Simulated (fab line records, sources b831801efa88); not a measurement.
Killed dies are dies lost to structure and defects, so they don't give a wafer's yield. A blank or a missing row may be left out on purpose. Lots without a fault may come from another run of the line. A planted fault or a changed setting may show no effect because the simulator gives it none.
One fault seen from 2 desks | flow gf180mcu | each desk has only its own numbers; what lay behind them comes last

THE METROLOGY DESK
What the gauges read, lot by lot, whatever tool the lot ran on: means of the sampled wafers that have a number. A lot is out of limits, marked OUT, if its mean lies more than 4 standard deviations from the usual mean; the brackets give that distance.
Columns: A = VT_IMPLANT_02_OVL at GF_VT_IMPLANT_OVL_MEAS_29, usual 0.2 nm; B = VT_IMPLANT_03_OVL at GF_VT_IMPLANT_OVL_MEAS_40, usual 0.2 nm
lot  | first seen here | A    | B
L132 | day 7 00:42     | -0.5 | 1.4
L135 | day 7 16:25     | -0.2 | 0.8
L136 | day 7 20:28     | -0.8 | 1.0
L137 | day 8 03:13     | 1.9  | 0.4
L138 | day 8 10:20     | 2.3  | -2.8
L139 | day 8 18:02     | -0.5 | 0.5
L140 | day 8 22:28     | 1.6  | -0.7
L143 | day 9 18:02     | -0.2 | -1.7
L146 | day 10 13:20    | 1.0  | 2.1
L149 | day 11 10:06    | 1.3  | 0.3
L153 | day 12 13:12    | 1.4  | 1.7
L154 | day 12 18:47    | 0.2  | 0.2
L155 | day 13 00:56    | 1.6  | -1.4
This desk's finding: nothing out of limits on any of the 13 lots.

THE TOOL OWNER'S DESK: lpcvd-01
The tool's own readings at GF_STI_CVD_03 (deposits Si3N4 from DCS/NH3, target thk 207.16 nm, time 3551 s): means of the sampled wafers that have a number, for each lot that ran on this tool. A lot is out of limits, marked OUT, if its mean lies more than 4 standard deviations from the usual mean; the brackets give that distance.
Columns: A = spike_tc_centre_C at GF_STI_CVD_03, usual 771.0 C; B = spike_tc_top_C at GF_STI_CVD_03, usual 783.5 C; C = susceptor_temp_C at GF_STI_CVD_03, usual 770.0 C; D = zone_power_centre_pct at GF_STI_CVD_03, usual 13.5 %
lot  | first seen here | A                | B     | C     | D
L132 | day 1 15:04     | 772.7            | 784.0 | 769.9 | 14.9
L135 | day 2 02:34     | 770.4            | 781.7 | 770.0 | 13.6
L136 | day 2 07:58     | 770.7            | 782.4 | 769.6 | 13.6
L138 | day 2 17:50     | 771.8            | 783.2 | 770.1 | 14.8
L139 | day 2 23:52     | 771.1            | 781.5 | 770.2 | 13.4
L140 | day 3 04:01     | 771.1            | 782.4 | 770.1 | 13.6
L143 | day 3 18:34     | 772.7            | 784.0 | 769.7 | 14.7
L146 | day 4 09:34     | 772.1            | 782.6 | 769.9 | 14.8
L149 | day 5 01:00     | 782.7 (+8.4) OUT | 780.4 | 770.0 | 16.5
This desk's finding: out of limits on L149; first on L149, day 5 01:00 (spike_tc_centre_C at GF_STI_CVD_03). In limits: L132, L135, L136, L138, L139, L140, L143, L146.

PUT TOGETHER
The tool owner's desk could have raised an alarm at day 5 01:00, on L149.
The metrology desk saw nothing out of limits.
The metrology desk has L149 on record, within its limits.
Of the lots named, all ran GF_STI_CVD_03 on lpcvd-01.

WHAT THE SIMULATOR HAD PUT IN
Process parameter drift: lpcvd-01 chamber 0, from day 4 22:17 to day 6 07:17, at GF_STI_CVD_03. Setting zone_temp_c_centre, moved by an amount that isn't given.
Lots struck among those shown: L149.
Hours from the fault's start to each desk's first reading out of limits: the tool owner's desk, 3.
